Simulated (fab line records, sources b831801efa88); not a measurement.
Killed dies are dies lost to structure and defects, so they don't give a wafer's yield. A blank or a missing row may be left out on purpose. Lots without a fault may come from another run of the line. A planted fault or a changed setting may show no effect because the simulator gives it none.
Which tool did it? | flow gf180mcu | 24 lots, 72 wafers sampled, at 6 steps of a route of 602

WHAT THE GAUGES READ, wafer by wafer
GF_MIM_THK_MEAS_06. Usual: MIM_CVD_05_THK 41.5 nm, standard deviation 0.59.
lot  | measured     | on            | MIM_CVD_05_THK (nm) | flag
L074 | day 24 11:37 | film_metro-04 | 41.7 43.0 42.1      |
L075 | day 24 20:03 | film_metro-03 | 41.5 42.4 42.7      |
L076 | day 25 02:37 | film_metro-03 | 41.6 42.0 41.9      |
L077 | day 25 17:04 | film_metro-04 | 40.6 42.5 41.8      |
L078 | day 26 01:13 | film_metro-04 | 41.0 41.7 41.1      |
L079 | day 26 07:58 | film_metro-01 | 41.3 42.0 42.1      |
L080 | day 26 12:19 | film_metro-04 | 40.3 41.5 40.5      |
L081 | day 26 20:49 | film_metro-01 | 41.9 42.1 41.9      |
L082 | day 27 12:10 | film_metro-03 | 40.8 41.5 42.2      |
L083 | day 27 15:22 | film_metro-03 | 40.6 41.7 42.4      |
L084 | day 28 03:45 | film_metro-04 | 41.1 42.3 42.0      |
L085 | day 28 09:20 | film_metro-03 | 40.4 41.6 42.2      |
L086 | day 29 07:02 | film_metro-04 | 41.1 41.5 41.8      |
L088 | day 29 12:59 | film_metro-04 | 40.9 41.8 41.0      |
L087 | day 29 13:49 | film_metro-03 | 41.7 42.1 41.6      |
L089 | day 29 18:52 | film_metro-03 | 41.8 42.1 41.4      |
L090 | day 30 01:26 | film_metro-04 | 40.9 41.3 41.6      |
L092 | day 30 13:03 | film_metro-04 | 41.0 41.2 42.4      |
L091 | day 30 14:41 | film_metro-03 | 41.2 41.7 42.8      |
L094 | day 30 19:55 | film_metro-03 | 41.0 42.1 41.6      |
L093 | day 30 23:20 | film_metro-01 | 40.4 41.5 41.2      |
L095 | day 31 00:28 | film_metro-04 | 41.6 40.9 42.8      |
L096 | day 31 11:49 | film_metro-03 | 40.8 40.7 41.8      |
L097 | day 31 14:40 | film_metro-03 | 40.2 41.4 41.3      |

GF_PASSIVATION_BOW_MEAS_14. Usual: PASSIVATION_BOW 138 um, standard deviation 11.
lot  | measured     | on            | PASSIVATION_BOW (um) | flag
L074 | day 29 01:26 | film_metro-03 | 146 125 140          |
L075 | day 29 10:05 | film_metro-01 | 129 140 156          |
L076 | day 29 14:52 | film_metro-01 | 135 138 135          |
L077 | day 30 02:59 | film_metro-02 | 127 136 140          |
L078 | day 30 09:52 | film_metro-01 | 149 133 130          |
L079 | day 30 14:34 | film_metro-01 | 138 136 129          |
L080 | day 30 20:35 | film_metro-02 | 144 153 131          |
L081 | day 31 03:16 | film_metro-02 | 110 115 115          |
L082 | day 31 17:25 | film_metro-03 | 138 141 123          |
L083 | day 31 19:31 | film_metro-02 | 123 135 134          |
L084 | day 32 04:40 | film_metro-01 | 113 117 121          |
L085 | day 32 10:13 | film_metro-02 | 173 161 155          |
L086 | day 33 05:34 | film_metro-02 | 141 150 144          |
L088 | day 33 09:47 | film_metro-03 | 148 153 146          |
L087 | day 33 10:37 | film_metro-03 | 132 136 136          |
L089 | day 33 15:26 | film_metro-03 | 140 136 137          |
L090 | day 33 21:13 | film_metro-02 | 125 130 114          |
L092 | day 34 07:28 | film_metro-03 | 153 140 132          |
L091 | day 34 08:29 | film_metro-01 | 136 154 148          |
L094 | day 34 14:10 | film_metro-03 | 127 137 130          |
L093 | day 34 17:04 | film_metro-02 | 139 135 141          |
L095 | day 34 17:17 | film_metro-01 | 155 144 146          |
L096 | day 35 01:35 | film_metro-03 | 140 133 137          |
L097 | day 35 03:51 | film_metro-03 | 146 143 142          |

WHICH TOOL RAN EACH LOT (tool, then ch and the chambers of the sampled wafers, then the start)
lot  | GF_M3_SPUTTER_03             | GF_V4_ETCH_16                      | GF_MIM_SPUTTER_08            | GF_V5_ETCH_16
L074 | pvd_sputter-03, day 20 07:37 | rie_diel-02 ch 0,1, day 24 09:52   | pvd_sputter-01, day 24 11:41 | rie_diel-01 ch 0,2,3, day 27 04:57
L075 | pvd_sputter-01, day 20 16:26 | rie_diel-02 ch 0,3, day 24 18:24   | pvd_sputter-04, day 24 20:09 | rie_diel-04 ch 1,2, day 27 12:27
L076 | pvd_sputter-01, day 21 01:14 | rie_diel-02 ch 1,2,3, day 25 00:56 | pvd_sputter-03, day 25 02:43 | rie_diel-01 ch 0,2, day 27 19:38
L077 | pvd_sputter-04, day 21 15:40 | rie_diel-01 ch 0,2,3, day 25 15:26 | pvd_sputter-04, day 25 17:10 | rie_diel-02 ch 1,2, day 28 08:53
L078 | pvd_sputter-03, day 22 01:22 | rie_diel-02 ch 1,2,3, day 25 23:36 | pvd_sputter-01, day 26 01:19 | rie_diel-01 ch 0,1,2, day 28 15:54
L079 | pvd_sputter-03, day 22 07:59 | rie_diel-01 ch 0,1,3, day 26 06:21 | pvd_sputter-04, day 26 08:04 | rie_diel-02 ch 2,3, day 28 22:12
L080 | pvd_sputter-04, day 22 13:51 | rie_diel-01 ch 0,1,3, day 26 10:42 | pvd_sputter-04, day 26 12:25 | rie_diel-01 ch 0,1, day 29 01:59
L081 | pvd_sputter-04, day 22 23:45 | rie_diel-02 ch 0,1,2, day 26 19:12 | pvd_sputter-04, day 26 20:55 | rie_diel-04 ch 2,3, day 29 09:05
L082 | pvd_sputter-01, day 23 09:40 | rie_diel-02 ch 0,1,2, day 27 05:50 | pvd_sputter-04, day 27 12:16 | rie_diel-02 ch 1,2,3, day 30 00:22
L083 | pvd_sputter-01, day 23 18:36 | rie_diel-02 ch 0,3, day 27 13:44   | pvd_sputter-01, day 27 15:27 | rie_diel-04 ch 0,3, day 30 03:26
L084 | pvd_sputter-03, day 24 09:43 | rie_diel-03 ch 1,2, day 28 02:08   | pvd_sputter-01, day 28 03:51 | rie_diel-04 ch 1,2, day 30 13:29
L085 | pvd_sputter-03, day 24 15:13 | rie_diel-01 ch 0,1,2, day 28 07:42 | pvd_sputter-01, day 28 09:26 | rie_diel-02 ch 0,1,3, day 30 19:11
L086 | pvd_sputter-01, day 25 15:34 | rie_diel-01 ch 0,1, day 29 05:21   | pvd_sputter-01, day 29 07:08 | rie_diel-04 ch 1,2, day 31 14:40
L088 | pvd_sputter-03, day 25 22:33 | rie_diel-01 ch 0,1, day 29 11:18   | pvd_sputter-01, day 29 13:05 | rie_diel-02 ch 2,3, day 31 20:11
L087 | pvd_sputter-01, day 25 23:37 | rie_diel-02 ch 0,3, day 29 12:12   | pvd_sputter-04, day 29 13:55 | rie_diel-02 ch 2,3, day 31 21:26
L089 | pvd_sputter-03, day 26 06:06 | rie_diel-03 ch 0,2,3, day 29 17:14 | pvd_sputter-01, day 29 18:57 | rie_diel-04 ch 1,2,3, day 32 01:53
L090 | pvd_sputter-03, day 26 12:15 | rie_diel-01 ch 0,1, day 29 23:47   | pvd_sputter-04, day 30 01:33 | rie_diel-02 ch 1,2,3, day 32 06:56
L092 | pvd_sputter-04, day 27 01:32 | rie_diel-02 ch 2,3, day 30 11:26   | pvd_sputter-01, day 30 13:09 | rie_diel-02 ch 0,1, day 32 19:03
L091 | pvd_sputter-01, day 27 02:36 | rie_diel-02 ch 0,2,3, day 30 12:52 | pvd_sputter-04, day 30 14:47 | rie_diel-02 ch 1,2,3, day 32 20:05
L094 | pvd_sputter-04, day 27 07:43 | rie_diel-01 ch 1,2, day 30 18:18   | pvd_sputter-01, day 30 20:01 | rie_diel-04 ch 0,2, day 33 02:14
L093 | pvd_sputter-03, day 27 12:11 | rie_diel-03 ch 1,2,3, day 30 21:42 | pvd_sputter-04, day 30 23:25 | rie_diel-01 ch 0,2, day 33 04:38
L095 | pvd_sputter-01, day 27 13:49 | rie_diel-01 ch 1,2,3, day 30 22:51 | pvd_sputter-03, day 31 00:34 | rie_diel-02 ch 0,1,3, day 33 05:35
L096 | pvd_sputter-01, day 28 03:01 | rie_diel-01 ch 2,3, day 31 10:08   | pvd_sputter-03, day 31 11:54 | rie_diel-02 ch 2,3, day 33 14:20
L097 | pvd_sputter-01, day 28 05:33 | rie_diel-03 ch 0,2, day 31 13:00   | pvd_sputter-04, day 31 14:46 | rie_diel-01 ch 0,3, day 33 17:29
- GF_M3_SPUTTER_03: material Ti, target thk 10 nm, time 6.7 s.
- GF_V4_ETCH_16: etches BARC in N2/H2.
- GF_MIM_SPUTTER_08: material AlCu, target thk 200 nm, time 10.6 s.
- GF_V5_ETCH_16: etches BARC in N2/H2.

WHAT THE TOOLS THEMSELVES READ (means of the sampled wafers that have a number; where no wafer has one, the mark that the record gives instead)
GF_M3_SPUTTER_03. Usual: throttle_valve_pct 30.4 %, standard deviation 1.1.
lot  | tool           | throttle_valve_pct (%) | flag
L074 | pvd_sputter-03 | 30.9                   |
L075 | pvd_sputter-01 | 29.4                   |
L076 | pvd_sputter-01 | 29.6                   |
L077 | pvd_sputter-04 | 30.0                   |
L078 | pvd_sputter-03 | 30.9                   |
L079 | pvd_sputter-03 | 31.5                   |
L080 | pvd_sputter-04 | 30.3                   |
L081 | pvd_sputter-04 | 29.4                   |
L082 | pvd_sputter-01 | 30.2                   |
L083 | pvd_sputter-01 | 30.2                   |
L084 | pvd_sputter-03 | 31.0                   |
L085 | pvd_sputter-03 | 32.1                   |
L086 | pvd_sputter-01 | 30.7                   |
L088 | pvd_sputter-03 | 30.9                   |
L087 | pvd_sputter-01 | 29.4                   |
L089 | pvd_sputter-03 | 30.8                   |
L090 | pvd_sputter-03 | 32.0                   |
L092 | pvd_sputter-04 | 29.0                   |
L091 | pvd_sputter-01 | 30.3                   |
L094 | pvd_sputter-04 | 30.0                   |
L093 | pvd_sputter-03 | 30.7                   |
L095 | pvd_sputter-01 | 30.2                   |
L096 | pvd_sputter-01 | 30.1                   |
L097 | pvd_sputter-01 | 30.1                   |

GF_V4_ETCH_16. Usual: drypump_motor_current_A 5.6 A, standard deviation 0.38; oes_product_au 0.855 a.u., standard deviation 0.0044; rf_fwd_power_W 495.3 W, standard deviation 1.8; throttle_valve_pct 13.225 %, standard deviation 0.0088.
lot  | tool        | drypump_motor_current_A (A) | oes_product_au (a.u.) | rf_fwd_power_W (W) | throttle_valve_pct (%) | flag
L074 | rie_diel-02 | 5.9                         | 0.853                 | 496.5              | 13.219                 |
L075 | rie_diel-02 | 5.2                         | 0.856                 | 495.5              | 13.223                 |
L076 | rie_diel-02 | 5.3                         | 0.859                 | 495.9              | 13.226                 |
L077 | rie_diel-01 | 5.7                         | 0.856                 | 495.5              | 13.227                 |
L078 | rie_diel-02 | 5.3                         | 0.852                 | 495.2              | 13.228                 |
L079 | rie_diel-01 | 5.7                         | 0.855                 | 494.7              | 13.231                 |
L080 | rie_diel-01 | 5.7                         | 0.852                 | 494.7              | 13.233                 |
L081 | rie_diel-02 | 5.7                         | 0.863                 | 496.1              | 13.216                 |
L082 | rie_diel-02 | 5.7                         | 0.854                 | 496.5              | 13.224                 |
L083 | rie_diel-02 | 5.2                         | 0.853                 | 495.0              | 13.232                 |
L084 | rie_diel-03 | 6.2                         | 0.855                 | 496.7              | 13.225                 |
L085 | rie_diel-01 | 5.6                         | 0.856                 | 493.7              | 13.218                 |
L086 | rie_diel-01 | 5.7                         | 0.854                 | 495.2              | 13.223                 |
L088 | rie_diel-01 | 5.7                         | 0.856                 | 494.3              | 13.220                 |
L087 | rie_diel-02 | 5.2                         | 0.858                 | 496.1              | 13.231                 |
L089 | rie_diel-03 | 5.7                         | 0.856                 | 494.3              | 13.229                 |
L090 | rie_diel-01 | 5.7                         | 0.860                 | 496.4              | 13.212                 |
L092 | rie_diel-02 | 5.0                         | 0.851                 | 495.1              | 13.228                 |
L091 | rie_diel-02 | 5.4                         | 0.855                 | 495.0              | 13.223                 |
L094 | rie_diel-01 | 5.6                         | 0.857                 | 493.6              | 13.225                 |
L093 | rie_diel-03 | 5.9                         | 0.856                 | 494.9              | 13.231                 |
L095 | rie_diel-01 | 5.6                         | 0.854                 | 494.7              | 13.220                 |
L096 | rie_diel-01 | 5.7                         | 0.854                 | 493.2              | 13.207                 |
L097 | rie_diel-03 | 5.6                         | 0.850                 | 494.8              | 13.224                 |

GF_MIM_SPUTTER_08. Usual: throttle_valve_pct 30.1 %, standard deviation 1.1.
lot  | tool           | throttle_valve_pct (%) | flag
L074 | pvd_sputter-01 | 30.1                   |
L075 | pvd_sputter-04 | 30.0                   |
L076 | pvd_sputter-03 | 30.3                   |
L077 | pvd_sputter-04 | 30.7                   |
L078 | pvd_sputter-01 | 29.5                   |
L079 | pvd_sputter-04 | 30.4                   |
L080 | pvd_sputter-04 | 29.4                   |
L081 | pvd_sputter-04 | 29.2                   |
L082 | pvd_sputter-04 | 31.1                   |
L083 | pvd_sputter-01 | 29.7                   |
L084 | pvd_sputter-01 | 29.6                   |
L085 | pvd_sputter-01 | 29.5                   |
L086 | pvd_sputter-01 | 29.4                   |
L088 | pvd_sputter-01 | 29.5                   |
L087 | pvd_sputter-04 | 31.2                   |
L089 | pvd_sputter-01 | 29.6                   |
L090 | pvd_sputter-04 | 30.0                   |
L092 | pvd_sputter-01 | 30.2                   |
L091 | pvd_sputter-04 | 30.7                   |
L094 | pvd_sputter-01 | 29.9                   |
L093 | pvd_sputter-04 | 30.0                   |
L095 | pvd_sputter-03 | 31.5                   |
L096 | pvd_sputter-03 | 32.0                   |
L097 | pvd_sputter-04 | 30.6                   |

GF_V5_ETCH_16. Usual: drypump_motor_current_A 5.6 A, standard deviation 0.4; oes_product_au 0.854 a.u., standard deviation 0.0049; rf_fwd_power_W 494.9 W, standard deviation 1.8; throttle_valve_pct 13.225 %, standard deviation 0.0088.
lot  | tool        | drypump_motor_current_A (A) | oes_product_au (a.u.) | rf_fwd_power_W (W) | throttle_valve_pct (%) | flag
L074 | rie_diel-01 | 5.6                         | 0.852                 | 495.2              | 13.225                 |
L075 | rie_diel-04 | 6.2                         | 0.857                 | 494.9              | 13.241                 |
L076 | rie_diel-01 | 5.5                         | 0.851                 | 493.9              | 13.217                 |
L077 | rie_diel-02 | 5.6                         | 0.853                 | 494.9              | 13.229                 |
L078 | rie_diel-01 | 5.6                         | 0.852                 | 495.4              | 13.222                 |
L079 | rie_diel-02 | 5.2                         | 0.850                 | 496.1              | 13.228                 |
L080 | rie_diel-01 | 5.7                         | 0.853                 | 495.4              | 13.220                 |
L081 | rie_diel-04 | 5.6                         | 0.853                 | 494.9              | 13.229                 |
L082 | rie_diel-02 | 5.3                         | 0.856                 | 495.8              | 13.229                 |
L083 | rie_diel-04 | 5.5                         | 0.852                 | 492.2              | 13.231                 |
L084 | rie_diel-04 | 6.2                         | 0.860                 | 494.3              | 13.232                 |
L085 | rie_diel-02 | 5.5                         | 0.857                 | 495.1              | 13.229                 |
L086 | rie_diel-04 | 6.2                         | 0.857                 | 496.4              | 13.230                 |
L088 | rie_diel-02 | 5.0                         | 0.857                 | 495.1              | 13.224                 |
L087 | rie_diel-02 | 5.2                         | 0.851                 | 497.4              | 13.222                 |
L089 | rie_diel-04 | 5.9                         | 0.855                 | 492.8              | 13.224                 |
L090 | rie_diel-02 | 5.3                         | 0.858                 | 494.6              | 13.225                 |
L092 | rie_diel-02 | 5.8                         | 0.850                 | 495.0              | 13.223                 |
L091 | rie_diel-02 | 5.3                         | 0.859                 | 495.9              | 13.222                 |
L094 | rie_diel-04 | 5.7                         | 0.851                 | 495.2              | 13.225                 |
L093 | rie_diel-01 | 5.7                         | 0.859                 | 492.0              | 13.228                 |
L095 | rie_diel-02 | 5.5                         | 0.856                 | 495.1              | 13.225                 |
L096 | rie_diel-02 | 5.0                         | 0.855                 | 496.8              | 13.224                 |
L097 | rie_diel-01 | 5.8                         | 0.855                 | 496.0              | 13.215                 |

THE ANSWER, worked out from the rows above alone
Rule: a lot is off if the mean of its wafers that have a number lies more than 3 standard deviations from the usual mean. A lot without any number at a reading at which 4 lots or more have one is off too. The other lots that the step has rows for count as sound. The gauges are gone through in route order, then the tools' own readings, and for those a lot's mean is taken as printed above. The first step at which some lot is off is used, and at that step the reading that is off furthest; a lot without a number counts as furthest.
No lot is off at any reading shown: from this, nothing can be told.

WHAT THE SIMULATOR HAD PUT IN
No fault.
